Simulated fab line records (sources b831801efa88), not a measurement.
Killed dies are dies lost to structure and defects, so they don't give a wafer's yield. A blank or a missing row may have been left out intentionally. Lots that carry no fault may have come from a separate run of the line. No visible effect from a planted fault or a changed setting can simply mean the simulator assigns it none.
Which of the tools did it? / flow gf180mcu / 13 lots with 39 wafers sampled at 5 steps, on a route of 602 steps

WHAT THE GAUGES READ, wafer by wafer
GF_DUAL_GATE_THK_MEAS_03.
lot=L896; measured=day 7 14:35; on=film_metro-04; DUAL_GATE_OXIDATION_00_THK (nm)=10.62 10.63 10.76
lot=L897; measured=day 7 21:33; on=film_metro-04; DUAL_GATE_OXIDATION_00_THK (nm)=10.92 10.93 11.13
lot=L898; measured=day 8 05:53; on=film_metro-04; DUAL_GATE_OXIDATION_00_THK (nm)=10.64 10.92 10.71
lot=L899; measured=day 8 10:34; on=film_metro-02; DUAL_GATE_OXIDATION_00_THK (nm)=10.75 10.84 10.94
lot=L901; measured=day 9 01:24; on=film_metro-02; DUAL_GATE_OXIDATION_00_THK (nm)=11.05 11.08 10.86
lot=L902; measured=day 9 09:07; on=film_metro-04; DUAL_GATE_OXIDATION_00_THK (nm)=11.09 10.92 11.18
lot=L905; measured=day 10 03:49; on=film_metro-04; DUAL_GATE_OXIDATION_00_THK (nm)=10.82 10.79 10.64
lot=L906; measured=day 10 09:22; on=film_metro-04; DUAL_GATE_OXIDATION_00_THK (nm)=11.11 11.21 11.05
lot=L908; measured=day 11 02:40; on=film_metro-03; DUAL_GATE_OXIDATION_00_THK (nm)=11.10 11.16 11.13
lot=L913; measured=day 12 11:00; on=film_metro-04; DUAL_GATE_OXIDATION_00_THK (nm)=10.61 10.76 10.57
lot=L915; measured=day 12 22:11; on=film_metro-02; DUAL_GATE_OXIDATION_00_THK (nm)=10.67 10.84 10.72
lot=L917; measured=day 13 12:29; on=film_metro-03; DUAL_GATE_OXIDATION_00_THK (nm)=10.74 10.77 10.82
lot=L918; measured=day 13 19:22; on=film_metro-02; DUAL_GATE_OXIDATION_00_THK (nm)=10.85 10.85 10.78

GF_POLY_GATE_CD_MEAS_10 targets a cd of 280 nm.
lot=L896; measured=day 9 01:50; on=cd_sem-01; cd_nm (nm)=280.7 280.0 278.5
lot=L897; measured=day 9 11:27; on=cd_sem-01; cd_nm (nm)=280.5 280.7 279.3
lot=L898; measured=day 9 18:41; on=cd_sem-01; cd_nm (nm)=280.5 281.8 281.5
lot=L899; measured=day 9 23:33; on=cd_sem-01; cd_nm (nm)=278.2 279.3 278.6
lot=L901; measured=day 10 16:30; on=cd_sem-02; cd_nm (nm)=279.1 279.1 280.0
lot=L902; measured=day 11 00:01; on=cd_sem-02; cd_nm (nm)=279.0 279.0 279.2
lot=L905; measured=day 11 19:52; on=cd_sem-02; cd_nm (nm)=277.2 278.6 278.6
lot=L906; measured=day 12 01:46; on=cd_sem-02; cd_nm (nm)=322.5 323.2 323.8
lot=L908; measured=day 12 21:29; on=cd_sem-01; cd_nm (nm)=280.1 279.2 279.8
lot=L913; measured=day 14 08:27; on=cd_sem-02; cd_nm (nm)=280.1 279.9 281.2
lot=L915; measured=day 14 18:38; on=cd_sem-02; cd_nm (nm)=280.5 281.2 279.8
lot=L917; measured=day 15 11:58; on=cd_sem-02; cd_nm (nm)=279.7 280.0 280.8
lot=L918; measured=day 15 16:55; on=cd_sem-01; cd_nm (nm)=279.9 280.6 281.0

GF_HV_LDD_CD_MEAS_07 targets a cd of 400 nm.
lot=L896; measured=day 9 20:59; on=cd_sem-02; cd_nm (nm)=402.6 400.4 402.5
lot=L897; measured=day 10 07:05; on=cd_sem-01; cd_nm (nm)=402.4 403.2 403.0
lot=L898; measured=day 10 15:55; on=cd_sem-02; cd_nm (nm)=398.3 399.9 400.5
lot=L899; measured=day 10 19:21; on=cd_sem-02; cd_nm (nm)=398.0 400.1 400.0
lot=L901; measured=day 11 12:08; on=cd_sem-01; cd_nm (nm)=401.5 401.1 400.5
lot=L902; measured=day 11 23:00; on=cd_sem-01; cd_nm (nm)=394.4 396.4 393.9
lot=L905; measured=day 12 18:01; on=cd_sem-01; cd_nm (nm)=398.1 398.7 399.9
lot=L906; measured=day 12 23:39; on=cd_sem-01; cd_nm (nm)=397.3 396.5 399.3
lot=L908; measured=day 13 18:58; on=cd_sem-01; cd_nm (nm)=402.0 402.2 399.6
lot=L913; measured=day 15 08:05; on=cd_sem-01; cd_nm (nm)=401.7 402.9 401.7
lot=L915; measured=day 15 18:25; on=cd_sem-01; cd_nm (nm)=399.6 401.8 399.6
lot=L917; measured=day 16 12:40; on=cd_sem-02; cd_nm (nm)=401.0 402.8 400.0
lot=L918; measured=day 16 16:49; on=cd_sem-01; cd_nm (nm)=398.4 395.9 398.1

WHICH TOOL RAN EACH LOT (tool, then ch and the chambers of the sampled wafers, then the start)
lot=L896; GF_VT_IMPLANT_RTA_45=rtp_anneal-02 ch 0, day 7 12:23; GF_POLY_GATE_EXPOSE_07=krf_scanner-01 ch 0, day 8 17:56
lot=L897; GF_VT_IMPLANT_RTA_45=rtp_anneal-02 ch 0, day 7 19:20; GF_POLY_GATE_EXPOSE_07=krf_scanner-02 ch 0, day 9 02:35
lot=L898; GF_VT_IMPLANT_RTA_45=rtp_anneal-01 ch 0, day 8 01:43; GF_POLY_GATE_EXPOSE_07=krf_scanner-01 ch 0, day 9 10:14
lot=L899; GF_VT_IMPLANT_RTA_45=rtp_anneal-02 ch 0, day 8 08:21; GF_POLY_GATE_EXPOSE_07=krf_scanner-02 ch 0, day 9 15:01
lot=L901; GF_VT_IMPLANT_RTA_45=rtp_anneal-01 ch 0, day 8 22:19; GF_POLY_GATE_EXPOSE_07=krf_scanner-02 ch 0, day 10 08:04
lot=L902; GF_VT_IMPLANT_RTA_45=rtp_anneal-01 ch 0, day 9 06:55; GF_POLY_GATE_EXPOSE_07=krf_scanner-01 ch 0, day 10 15:19
lot=L905; GF_VT_IMPLANT_RTA_45=rtp_anneal-02 ch 0, day 10 01:37; GF_POLY_GATE_EXPOSE_07=krf_scanner-02 ch 0, day 11 10:19
lot=L906; GF_VT_IMPLANT_RTA_45=rtp_anneal-01 ch 0, day 10 07:08; GF_POLY_GATE_EXPOSE_07=krf_scanner-02 ch 0, day 11 16:11
lot=L908; GF_VT_IMPLANT_RTA_45=rtp_anneal-02 ch 0, day 10 22:37; GF_POLY_GATE_EXPOSE_07=krf_scanner-02 ch 0, day 12 11:16
lot=L913; GF_VT_IMPLANT_RTA_45=rtp_anneal-01 ch 0, day 12 07:31; GF_POLY_GATE_EXPOSE_07=krf_scanner-02 ch 0, day 13 21:52
lot=L915; GF_VT_IMPLANT_RTA_45=rtp_anneal-01 ch 0, day 12 19:58; GF_POLY_GATE_EXPOSE_07=krf_scanner-01 ch 0, day 14 08:12
lot=L917; GF_VT_IMPLANT_RTA_45=rtp_anneal-02 ch 0, day 13 09:29; GF_POLY_GATE_EXPOSE_07=krf_scanner-02 ch 0, day 15 01:11
lot=L918; GF_VT_IMPLANT_RTA_45=rtp_anneal-02 ch 0, day 13 17:05; GF_POLY_GATE_EXPOSE_07=krf_scanner-02 ch 0, day 15 06:11
- GF_VT_IMPLANT_RTA_45: time 30 s.
- GF_POLY_GATE_EXPOSE_07: exposes mask Poly2, target cd 280 nm.

WHAT THE TOOLS THEMSELVES READ (means of the sampled wafers that have a number; where no wafer has one, the mark that the record gives instead)
GF_VT_IMPLANT_RTA_45.
lot=L896; tool=rtp_anneal-02; lamp_power_pct (%)=31.255; wafer_temp_C_max=1053.2
lot=L897; tool=rtp_anneal-02; lamp_power_pct (%)=31.253; wafer_temp_C_max=1053.0
lot=L898; tool=rtp_anneal-01; lamp_power_pct (%)=31.209; wafer_temp_C_max=1053.8
lot=L899; tool=rtp_anneal-02; lamp_power_pct (%)=31.264; wafer_temp_C_max=1053.1
lot=L901; tool=rtp_anneal-01; lamp_power_pct (%)=31.229; wafer_temp_C_max=1053.4
lot=L902; tool=rtp_anneal-01; lamp_power_pct (%)=31.242; wafer_temp_C_max=1052.7
lot=L905; tool=rtp_anneal-02; lamp_power_pct (%)=31.249; wafer_temp_C_max=1053.9
lot=L906; tool=rtp_anneal-01; lamp_power_pct (%)=31.213; wafer_temp_C_max=1053.5
lot=L908; tool=rtp_anneal-02; lamp_power_pct (%)=31.245; wafer_temp_C_max=1052.4
lot=L913; tool=rtp_anneal-01; lamp_power_pct (%)=31.235; wafer_temp_C_max=1052.9
lot=L915; tool=rtp_anneal-01; lamp_power_pct (%)=31.242; wafer_temp_C_max=1053.6
lot=L917; tool=rtp_anneal-02; lamp_power_pct (%)=31.233; wafer_temp_C_max=1053.5
lot=L918; tool=rtp_anneal-02; lamp_power_pct (%)=31.237; wafer_temp_C_max=1053.5

GF_POLY_GATE_EXPOSE_07.
lot=L896; tool=krf_scanner-01; focus_offset_nm (nm)=0.3; reticle_temp_C (C)=23.00
lot=L897; tool=krf_scanner-02; focus_offset_nm (nm)=0.6; reticle_temp_C (C)=22.91
lot=L898; tool=krf_scanner-01; focus_offset_nm (nm)=-0.8; reticle_temp_C (C)=22.77
lot=L899; tool=krf_scanner-02; focus_offset_nm (nm)=-0.2; reticle_temp_C (C)=22.93
lot=L901; tool=krf_scanner-02; focus_offset_nm (nm)=0.8; reticle_temp_C (C)=22.92
lot=L902; tool=krf_scanner-01; focus_offset_nm (nm)=0.1; reticle_temp_C (C)=23.00
lot=L905; tool=krf_scanner-02; focus_offset_nm (nm)=0.3; reticle_temp_C (C)=22.96
lot=L906; tool=krf_scanner-02; focus_offset_nm (nm)=0.2; reticle_temp_C (C)=23.01
lot=L908; tool=krf_scanner-02; focus_offset_nm (nm)=0.6; reticle_temp_C (C)=23.00
lot=L913; tool=krf_scanner-02; focus_offset_nm (nm)=-0.6; reticle_temp_C (C)=22.99
lot=L915; tool=krf_scanner-01; focus_offset_nm (nm)=-0.3; reticle_temp_C (C)=22.83
lot=L917; tool=krf_scanner-02; focus_offset_nm (nm)=-0.2; reticle_temp_C (C)=22.92
lot=L918; tool=krf_scanner-02; focus_offset_nm (nm)=-0.4; reticle_temp_C (C)=23.22

THE ANSWER, worked out from the rows above alone
Rule: the lots themselves supply what counts as usual. The widest of any qualifying gaps counts: lots, ordered by their means at a reading, are off when they make up no more than a third of the lots, leave a main group of 4 or more, and stand apart from it by 3 or more times the standard deviation of that group's means. Not used: any main group whose means are identical at the precision the tables above print for the reading. Also off: a lot with no number at a reading for which 4 or more lots have one. Where the step has rows for the other lots, those lots are counted as sound. First the gauges in route order, then the tools' own readings, where a lot's mean is used as printed above. At the first step where some lot is off, the reading lying furthest off is the one used; lots without a number count as furthest.
Off at GF_POLY_GATE_CD_MEAS_10 (cd_nm): L906. The main group has a mean of 279.8 nm with a standard deviation of 0.84.
A tool fits if, at a process step before that reading, it ran every lot that is off, and no sound lot after the first of them. The gauges at GF_POLY_GATE_CD_MEAS_10 are tried like those tools. No candidate that was tried fits.

WHAT HAD BEEN PUT IN BY THE SIMULATOR
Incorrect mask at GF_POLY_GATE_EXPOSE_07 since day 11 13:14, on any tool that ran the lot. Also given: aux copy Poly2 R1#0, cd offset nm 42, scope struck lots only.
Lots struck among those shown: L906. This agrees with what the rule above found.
